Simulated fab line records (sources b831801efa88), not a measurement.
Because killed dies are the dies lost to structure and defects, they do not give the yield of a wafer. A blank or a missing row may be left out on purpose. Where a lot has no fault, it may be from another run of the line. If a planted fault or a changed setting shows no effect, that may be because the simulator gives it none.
Split-lot experiment | flow sfq-line | 23 wafers read from 5 lots, route of 325 steps

## ON THE SPLIT
At SFQ_TRILAYER_I3_VIA_LITHO_COAT_090 (resist thk 62 nm), the setting resist-thk-nm was moved away from the recipe's 62 nm on 7 of the 23 wafers read, by -3.1% to +3.6%. The other wafers ran this setting at the recipe's value.

The split's own step is where the reading is taken.

## THE READING
BARC_of_TRILAYER_I3_VIA_LITHO_COAT_090.thk-nm (the simulator's own value, which no gauge read), in nm, at SFQ_TRILAYER_I3_VIA_LITHO_COAT_090 (resist thk 62 nm). No usual value for it is given in the file. The 16 wafers here that ran the recipe average 62.02 nm, standard deviation 0.1 nm.

wafer  | tool, chamber at the split | resist-thk-nm as run, nm | against the recipe | BARC_of_TRILAYER_I3_VIA_LITHO_COAT_090.thk-nm, nm | against lot-mates on the recipe
L076.1 | litho-track-03, 0          | 62                       | recipe             | 62.15                                             | -
L076.2 | litho-track-03, 0          | 62                       | recipe             | 61.96                                             | -
L076.3 | litho-track-03, 0          | 62                       | recipe             | 61.98                                             | -
L076.4 | litho-track-03, 0          | 62                       | recipe             | 62.08                                             | -
L076.5 | litho-track-03, 0          | 62                       | recipe             | 62.03                                             | -
L079.1 | litho-track-02, 0          | 60.05                    | -3.1%              | 59.94                                             | -2.17
L079.2 | litho-track-02, 0          | 62                       | recipe             | 61.98                                             | -
L079.4 | litho-track-02, 0          | 60.05                    | -3.1%              | 60.01                                             | -2.10
L079.5 | litho-track-02, 0          | 62                       | recipe             | 62.24                                             | -
L079.6 | litho-track-02, 0          | 60.05                    | -3.1%              | 60.23                                             | -1.88
L080.1 | litho-track-03, 0          | 62                       | recipe             | 62.09                                             | -
L080.2 | litho-track-03, 0          | 60.13                    | -3.0%              | 60.18                                             | -1.77
L080.3 | litho-track-03, 0          | 62                       | recipe             | 61.88                                             | -
L080.4 | litho-track-03, 0          | 62                       | recipe             | 61.88                                             | -
L080.6 | litho-track-03, 0          | 60.13                    | -3.0%              | 60.19                                             | -1.76
L083.1 | litho-track-02, 0          | 62                       | recipe             | 62.03                                             | -
L083.5 | litho-track-02, 0          | 62                       | recipe             | 62.14                                             | -
L083.6 | litho-track-02, 0          | 62                       | recipe             | 62.02                                             | -
L085.2 | litho-track-01, 0          | 62                       | recipe             | 62.04                                             | -
L085.3 | litho-track-01, 0          | 64.22                    | +3.6%              | 64.17                                             | +2.21
L085.4 | litho-track-01, 0          | 64.22                    | +3.6%              | 64.11                                             | +2.15
L085.5 | litho-track-01, 0          | 62                       | recipe             | 61.86                                             | -
L085.6 | litho-track-01, 0          | 62                       | recipe             | 61.99                                             | -

THE FIT
A straight line over all 23 wafers: BARC_of_TRILAYER_I3_VIA_LITHO_COAT_090.thk-nm changes by +0.608 nm for each +1% of resist-thk-nm; r = +1.00; the points scatter about the line by 0.1 nm.
The same after taking each lot's own level away (the mean of its wafers on the recipe; 23 wafers): +0.619 nm for each +1%; r = +1.00; scatter 0.1 nm.
That fit puts the effect of the largest move of resist-thk-nm on the reading at 2.2 nm.
From 61.950 to 62.110 nm: that is the span of the lots' own levels, equal to 1.6 times the standard deviation above.
The two slopes are in agreement: the lot-to-lot level therefore moves the slope only a little.
Check: +2.21 nm against its lot-mates is what the line predicts for one of the wafers moved furthest among these (+3.6%) when that wafer is left out of the fit. Against them it came out at +2.21 nm.

## THE FILE'S OWN FIT
BARC_of_TRILAYER_I3_VIA_LITHO_COAT_090.thk-nm changes by +0.614 nm for each +1% of resist-thk-nm, r = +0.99.
